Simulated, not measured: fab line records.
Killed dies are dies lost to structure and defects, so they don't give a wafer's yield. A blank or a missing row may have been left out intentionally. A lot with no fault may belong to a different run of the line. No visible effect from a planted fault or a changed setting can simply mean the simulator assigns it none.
fab line records -- flow gf180mcu
record lots=13, wafers=38, last-day=34
route steps=602 shown VT_IMPLANT@121 HV_LDD@223
lots that met no fault: from a run of the same line without faults
start-h: hours from the record's opening day to when the first of the lot's shown wafers began -- wait-h: hours from the lot's prior step to this one -- " unchanged from the row above -- L1.1+2: a row that stands for several wafers -- - no value present, or no start provided -- * or withheld: withheld -- < > ~ a bound
route shown NAME@n: NAME is a module with steps in the file, n the number in the route of the first one -- usual: the fault-free wafers' mean and standard deviation -- same: alike in all rows -- chamber/n: place in a boat -- sites: each site's reading -- _std_site: the values' standard deviation -- _edge_site: inner sites' mean taken away from outer sites' mean -- radius-mm: how far each site lies from the wafer's centre -- mask NAME#n: copy n -- behind: the most recent tool/chamber to have shaped the wafer -- hold: why the lot was held/for how many hours/how that ended -- device: the transistor (n, p or np) that didn't switch -- end of line: tests run on the same wafers once the route is complete -- step lacking rows: just its recipe -- killed: dies lost to structure and defects at the first sort, not the wafer's yield -- map: shows each die of a wafer: x if killed, . if not, _ if none is there
set.NAME: the setting as run; set.NAME@STEP: as run at that earlier step -- model.NAME: the simulator's own value behind a step, which no gauge read
a sample of lots followed through the steps of the route, with each step as a table and each wafer as a row
services: from which hour (start-h, from the record's first day; less than 0 if before it) a tool's chamber was out of use, for how many hours, and why
## steps
# step GF_VT_IMPLANT_STRIP_31
# recipe chemistry=O2/N2, power-w=1400, pressure-mtorr=1500, platen-temp-c=250, o2-flow-sccm=3000, n2-flow-sccm=300, overash-fraction=0.5
# usual drypump-motor-current-A=5.71/0.29, heater-power-w=365/78, o2-flow-sccm=3000/8.4, oes-product-au=0.716/0.0045, strip-time-to-endpoint-s=12.64/0.036
lot.wafer,tool,chamber,start-h,wait-h,drypump-motor-current-A,heater-power-w,o2-flow-sccm,oes-product-au,rf-hours-counter-h,strip-time-to-endpoint-s
L763.2,plasma-asher-04,0,140.19,0.1,5.53,301,3013,0.714,36,12.65
L763.5,plasma-asher-04,1,140.19,0.1,6.12,286,3005,0.725,-,12.64
L764.3,plasma-asher-01,0,148.24,0.1,5.89,504,3005,0.719,-,12.60
L764.5,plasma-asher-01,1,148.24,0.1,5.78,345,2999,0.721,-,12.65
L764.6,plasma-asher-01,0,148.24,0.1,5.87,504,2992,0.716,-,12.64
L773.2,plasma-asher-01,1,209.76,0.1,5.79,337,3001,0.711,9,12.63
L773.4,plasma-asher-01,1,209.76,0.1,5.77,333,2998,0.716,-,12.63
L773.6,plasma-asher-01,0,209.76,0.1,5.91,502,3002,0.722,-,12.65
L774.1,plasma-asher-01,1,217.31,0.1,5.73,338,2997,0.720,10,12.67
L774.5,plasma-asher-01,0,217.31,0.1,5.88,489,2998,0.718,-,12.70
L774.6,plasma-asher-01,1,217.31,0.1,5.76,337,2992,0.712,-,12.71
L775.3,plasma-asher-04,0,223.84,0.1,5.51,303,3007,0.710,-,12.61
L775.4,plasma-asher-04,1,223.84,0.1,6.15,286,2995,0.721,-,12.59
L775.5,plasma-asher-04,1,223.84,0.1,6.13,294,2996,0.718,-,12.59
L776.2,plasma-asher-03,1,228.03,0.1,5.22,335,3014,0.716,60,12.63
L776.3,plasma-asher-03,0,228.03,0.1,5.39,356,2995,0.718,-,12.63
L776.4,plasma-asher-03,1,228.03,0.1,5.22,328,3001,0.710,-,12.65
L777.3,plasma-asher-03,1,233.54,0.1,5.21,314,3007,0.708,-,12.63
L777.5,plasma-asher-03,0,233.54,0.1,5.41,346,3000,0.715,-,12.63
L777.6,plasma-asher-03,1,233.54,0.1,5.22,325,2977,0.707,-,12.62
L778.2,plasma-asher-03,0,241.71,0.1,5.40,355,3006,0.712,61,12.65
L778.3,plasma-asher-03,1,241.71,0.1,5.21,332,2996,0.710,-,12.68
L778.6,plasma-asher-03,0,241.71,0.1,5.37,357,2990,0.712,-,12.60
L781.2,plasma-asher-03,0,256.61,0.1,5.37,354,2995,0.714,62,12.63
L781.3,plasma-asher-03,1,256.61,0.1,5.21,333,3005,0.718,-,12.59
L781.5,plasma-asher-03,1,256.61,0.1,5.20,329,3007,0.720,-,12.58
L783.3,plasma-asher-01,1,271.87,0.1,5.80,331,3009,0.717,-,12.63
L783.4,plasma-asher-01,0,271.87,0.1,5.91,510,3019,0.718,-,12.57
L783.6,plasma-asher-01,0,271.87,0.1,5.91,499,2998,0.711,-,12.62
L784.2,plasma-asher-04,0,283.22,0.1,5.57,305,3007,0.710,50,12.72
L784.5,plasma-asher-04,0,283.22,0.1,5.55,304,3000,0.722,-,12.64
L784.6,plasma-asher-04,1,283.22,0.1,6.15,295,3007,0.712,-,12.69
L785.2,plasma-asher-01,1,289.93,0.1,5.77,332,3003,0.716,18,12.68
L785.3,plasma-asher-01,0,289.93,0.1,5.92,506,2999,0.709,-,12.68
L785.5,plasma-asher-01,1,289.93,0.1,5.71,333,3009,0.719,-,12.68
L786.1,plasma-asher-01,0,292.62,0.1,5.90,501,2996,0.717,18,12.69
L786.3,plasma-asher-01,1,292.62,0.1,5.77,338,2994,0.727,-,12.67
L786.5,plasma-asher-01,1,292.62,0.1,5.78,341,2996,0.723,-,12.66
# step GF_HV_LDD_OVL_MEAS_47
# usual HV_LDD_03_OVL=-1.6/1.4
lot.wafer,tool,chamber,start-h,wait-h,HV_LDD_03_OVL[nm]
L763.2,overlay-01,-,272.07,0.1,-1.5
L763.5,overlay-01,-,272.07,0.1,-2.7
L764.3,overlay-01,-,276.93,0.1,-3.1
L764.5,overlay-01,-,276.93,0.1,-2.9
L764.6,overlay-01,-,276.93,0.1,-2.5
L773.2,overlay-01,-,355.91,0.1,-4.9
L773.4,overlay-01,-,355.91,0.1,-3.6
L773.6,overlay-01,-,355.91,0.1,-5.0
L774.1,overlay-01,-,364.45,0.1,0.7
L774.5,overlay-01,-,364.45,0.1,-1.1
L774.6,overlay-01,-,364.45,0.1,1.1
L775.3,overlay-02,-,374.41,0.1,-2.9
L775.4,overlay-02,-,374.41,0.1,-1.6
L775.5,overlay-02,-,374.41,0.1,-1.1
L776.2,overlay-01,-,376.31,0.1,-0.8
L776.3,overlay-01,-,376.31,0.1,-0.9
L776.4,overlay-01,-,376.31,0.1,-2.6
L777.3,overlay-02,-,384.65,0.1,-3.6
L777.5,overlay-02,-,384.65,0.1,-2.1
L777.6,overlay-02,-,384.65,0.1,-4.4
L778.2,overlay-02,-,393.16,0.1,-1.8
L778.3,overlay-02,-,393.16,0.1,0.1
L778.6,overlay-02,-,393.16,0.1,-1.6
L781.2,overlay-02,-,411.36,0.1,-2.5
L781.3,overlay-02,-,411.36,0.1,-0.9
L781.5,overlay-02,-,411.36,0.1,-2.3
L783.3,overlay-02,-,435.31,0.1,-0.2
L783.4,overlay-02,-,435.31,0.1,0.8
L783.6,overlay-02,-,435.31,0.1,-0.2
L784.2,overlay-01,-,449.36,0.1,-2.6
L784.5,overlay-01,-,449.36,0.1,-3.1
L784.6,overlay-01,-,449.36,0.1,-3.1
L785.2,overlay-01,-,460.96,0.1,-1.8
L785.3,overlay-01,-,460.96,0.1,-4.0
L785.5,overlay-01,-,460.96,0.1,-1.4
L786.1,overlay-02,-,461.61,0.1,-2.3
L786.3,overlay-02,-,461.61,0.1,-1.2
L786.5,overlay-02,-,461.61,0.1,-2.3
# step GF_HV_LDD_IMPLANT_48
# recipe species=B, energy-kev=24.65, dose-cm2=3e+13, tilt-deg=7
# usual tilt-deg=6.997/0.018
lot.wafer,tool,chamber,start-h,wait-h,tilt-deg
L763.2,implanter-01,0,272.13,0.0,6.981
L763.5,implanter-01,0,272.13,0.0,6.958
L764.3,implanter-03,0,277.00,0.1,6.989
L764.5,implanter-03,0,277.00,0.1,6.993
L764.6,implanter-03,0,277.00,0.1,6.978
L773.2,implanter-04,0,355.96,0.0,-0.016
L773.4,implanter-04,0,355.96,0.0,-0.006
L773.6,implanter-04,0,355.96,0.0,0.003
L774.1,implanter-04,0,364.49,0.0,0.008
L774.5,implanter-04,0,364.49,0.0,0.003
L774.6,implanter-04,0,364.49,0.0,-0.018
L775.3,implanter-03,0,374.49,0.1,7.007
L775.4,implanter-03,0,374.49,0.1,6.976
L775.5,implanter-03,0,374.49,0.1,6.988
L776.2,implanter-01,0,376.36,0.0,6.993
L776.3,implanter-01,0,376.36,0.0,7.020
L776.4,implanter-01,0,376.36,0.0,6.985
L777.3,implanter-03,0,384.72,0.1,7.003
L777.5,implanter-03,0,384.72,0.1,7.000
L777.6,implanter-03,0,384.72,0.1,6.998
L778.2,implanter-01,0,393.21,0.0,6.994
L778.3,implanter-01,0,393.21,0.0,6.981
L778.6,implanter-01,0,393.21,0.0,6.962
L781.2,implanter-01,0,411.41,0.0,6.995
L781.3,implanter-01,0,411.41,0.0,6.960
L781.5,implanter-01,0,411.41,0.0,7.006
L783.3,implanter-01,0,435.39,0.1,7.018
L783.4,implanter-01,0,435.39,0.1,7.032
L783.6,implanter-01,0,435.39,0.1,7.032
L784.2,implanter-04,0,449.41,0.0,6.996
L784.5,implanter-04,0,449.41,0.0,6.987
L784.6,implanter-04,0,449.41,0.0,7.020
L785.2,implanter-04,0,461.01,0.0,6.984
L785.3,implanter-04,0,461.01,0.0,6.995
L785.5,implanter-04,0,461.01,0.0,7.005
L786.1,implanter-03,0,461.64,0.0,6.982
L786.3,implanter-03,0,461.64,0.0,7.001
L786.5,implanter-03,0,461.64,0.0,6.996
# step GF_HV_LDD_TW_MEAS_50
# usual HV_LDD_4_TW=567/5.8
lot.wafer,tool,chamber,start-h,wait-h,HV_LDD_4_TW
L763.2,film-metro-01,-,272.36,0.1,573
L763.5,film-metro-01,-,272.36,0.1,574
L764.3,film-metro-03,-,277.22,0.1,559
L764.5,film-metro-03,-,277.22,0.1,562
L764.6,film-metro-03,-,277.22,0.1,561
L773.2,film-metro-03,-,356.20,0.1,500
L773.4,film-metro-03,-,356.20,0.1,503
L773.6,film-metro-03,-,356.20,0.1,501
L774.1,film-metro-03,-,364.74,0.1,501
L774.5,film-metro-03,-,364.74,0.1,499
L774.6,film-metro-03,-,364.74,0.1,499
L775.3,film-metro-03,-,374.71,0.1,557
L775.4,film-metro-03,-,374.71,0.1,557
L775.5,film-metro-03,-,374.71,0.1,555
L776.2,film-metro-04,-,376.60,0.1,569
L776.3,film-metro-04,-,376.60,0.1,566
L776.4,film-metro-04,-,376.60,0.1,571
L777.3,film-metro-01,-,384.94,0.1,571
L777.5,film-metro-01,-,384.94,0.1,575
L777.6,film-metro-01,-,384.94,0.1,571
L778.2,film-metro-03,-,393.45,0.1,555
L778.3,film-metro-03,-,393.45,0.1,557
L778.6,film-metro-03,-,393.45,0.1,554
L781.2,film-metro-01,-,411.65,0.1,573
L781.3,film-metro-01,-,411.65,0.1,573
L781.5,film-metro-01,-,411.65,0.1,573
L783.3,film-metro-01,-,435.61,0.1,569
L783.4,film-metro-01,-,435.61,0.1,574
L783.6,film-metro-01,-,435.61,0.1,571
L784.2,film-metro-03,-,449.65,0.1,559
L784.5,film-metro-03,-,449.65,0.1,561
L784.6,film-metro-03,-,449.65,0.1,563
L785.2,film-metro-01,-,461.25,0.1,572
L785.3,film-metro-01,-,461.25,0.1,575
L785.5,film-metro-01,-,461.25,0.1,572
L786.1,film-metro-01,-,461.89,0.1,571
L786.3,film-metro-01,-,461.89,0.1,571
L786.5,film-metro-01,-,461.89,0.1,572
# step GF_HV_LDD_RTA_52
# recipe temp-c=1000, time-s=10, ambient=N2
# usual anneal-temp-c-max=1004.8/0.94, lamp-power-pct=36.8/2.2, wafer_temp_C_max=1004.9/1.3
lot.wafer,tool,chamber,start-h,wait-h,anneal-temp-c-max,lamp-power-pct,wafer_temp_C_max
L763.2,rtp-anneal-01,0,272.48,0.0,1004.4,38.3,1004.9
L763.5,rtp-anneal-01,0,272.48,0.0,1005.2,38.4,1003.8
L764.3,rtp-anneal-02,0,277.34,0.0,1003.5,33.7,1008.2
L764.5,rtp-anneal-02,0,277.34,0.0,1004.3,33.7,1005.5
L764.6,rtp-anneal-02,0,277.34,0.0,1005.5,33.7,1005.7
L773.2,rtp-anneal-01,0,356.31,0.0,1003.2,38.3,1004.4
L773.4,rtp-anneal-01,0,356.31,0.0,1003.3,38.3,1003.9
L773.6,rtp-anneal-01,0,356.31,0.0,1004.9,38.4,1004.3
L774.1,rtp-anneal-02,0,364.85,0.0,1004.6,33.7,1005.9
L774.5,rtp-anneal-02,0,364.85,0.0,1005.8,33.8,1005.5
L774.6,rtp-anneal-02,0,364.85,0.0,1004.2,33.7,1007.0
L775.3,rtp-anneal-02,0,374.82,0.0,1003.7,33.7,1009.6
L775.4,rtp-anneal-02,0,374.82,0.0,1004.3,33.7,1005.9
L775.5,rtp-anneal-02,0,374.82,0.0,1004.3,33.7,1005.0
L776.2,rtp-anneal-01,0,376.71,0.0,1005.8,38.3,1003.8
L776.3,rtp-anneal-01,0,376.71,0.0,1007.1,38.3,1005.2
L776.4,rtp-anneal-01,0,376.71,0.0,1004.9,38.3,1007.5
L777.3,rtp-anneal-01,0,385.05,0.0,1006.9,38.3,1004.0
L777.5,rtp-anneal-01,0,385.05,0.0,1004.5,38.3,1004.6
L777.6,rtp-anneal-01,0,385.05,0.0,1004.4,38.3,1005.3
L778.2,rtp-anneal-01,0,393.56,0.0,1005.9,38.4,1004.2
L778.3,rtp-anneal-01,0,393.56,0.0,1004.3,38.4,1004.5
L778.6,rtp-anneal-01,0,393.56,0.0,1004.1,38.3,1003.2
L781.2,rtp-anneal-01,0,411.76,0.0,1004.4,38.4,1005.4
L781.3,rtp-anneal-01,0,411.76,0.0,1005.7,38.4,1003.3
L781.5,rtp-anneal-01,0,411.76,0.0,1006.3,38.4,1005.2
L783.3,rtp-anneal-02,0,435.72,0.0,1003.0,33.7,1007.0
L783.4,rtp-anneal-02,0,435.72,0.0,1003.9,33.7,1005.3
L783.6,rtp-anneal-02,0,435.72,0.0,1003.7,33.8,1004.9
L784.2,rtp-anneal-01,0,449.76,0.0,1004.3,38.3,1005.0
L784.5,rtp-anneal-01,0,449.76,0.0,1005.5,38.3,1003.9
L784.6,rtp-anneal-01,0,449.76,0.0,1006.3,38.3,1004.4
L785.2,rtp-anneal-02,0,461.41,0.0,1003.6,33.7,1007.1
L785.3,rtp-anneal-02,0,461.41,0.0,1003.2,33.7,1005.4
L785.5,rtp-anneal-02,0,461.41,0.0,1003.7,33.7,1007.3
L786.1,rtp-anneal-01,0,462.00,0.0,1004.6,38.3,1005.8
L786.3,rtp-anneal-01,0,462.00,0.0,1004.7,38.4,1003.4
L786.5,rtp-anneal-01,0,462.00,0.0,1003.5,38.3,1004.7
## services
tool,chamber,start-h,hours,kind
implanter-01,-,136.33,5.5,repair
implanter-03,-,140.58,1.6,repair
rtp-anneal-02,-,146.24,1.0,pm
implanter-03,-,164.32,0.9,repair
implanter-03,-,202.23,2.5,repair
plasma-asher-04,-,209.71,1.2,repair
implanter-03,-,214.09,2.9,repair
plasma-asher-04,-,214.94,1.6,repair
implanter-03,-,237.34,4.1,repair
plasma-asher-03,-,247.01,2.3,repair
implanter-01,-,290.24,1.9,repair
implanter-03,-,295.07,2.5,repair
plasma-asher-01,-,303.10,2.1,repair
plasma-asher-01,-,308.75,2.6,repair
plasma-asher-04,-,312.45,6.5,repair
implanter-03,-,327.27,18.4,pm
plasma-asher-04,-,343.88,4.1,repair
implanter-03,-,345.71,5.2,pm
plasma-asher-01,-,346.48,0.9,repair
implanter-01,-,350.48,1.6,pm
plasma-asher-03,-,355.49,0.7,repair
implanter-03,-,406.37,10.6,repair
implanter-01,-,424.99,3.0,repair
plasma-asher-03,-,443.78,4.1,repair
## key
first-sign step=GF_HV_LDD_IMPLANT_48, reading=tilt-deg, direction=down, sigmas=99+, usual=6.997, struck=-0.004
effect step=GF_HV_LDD_TW_MEAS_50, reading=HV_LDD_4_TW, direction=down, sigmas=12, usual=567, struck=500
met-at GF_HV_LDD_IMPLANT_48
struck-lots L773,L774
tester-left-out L773,L774
not-acting-at GF_VT_IMPLANT_STRIP_31,GF_HV_LDD_OVL_MEAS_47,GF_HV_LDD_RTA_52
fault kind=process-parameter-drift, tool=implanter-04, chamber=-, onset-h=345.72, steps=GF_HV_LDD_IMPLANT_48, channel=tilt-deg, offset=-7, shape=step, end-h=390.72, acts-in=these-recipes-only, stated=7
# tester-left-out: of these lots the tester's yield and bins aren't shown, on N5 and GAA mostly nor the transistor test; their killed dies are dies lost to structure and defects alone, not to doping, threshold or leakage, so they don't give the yield
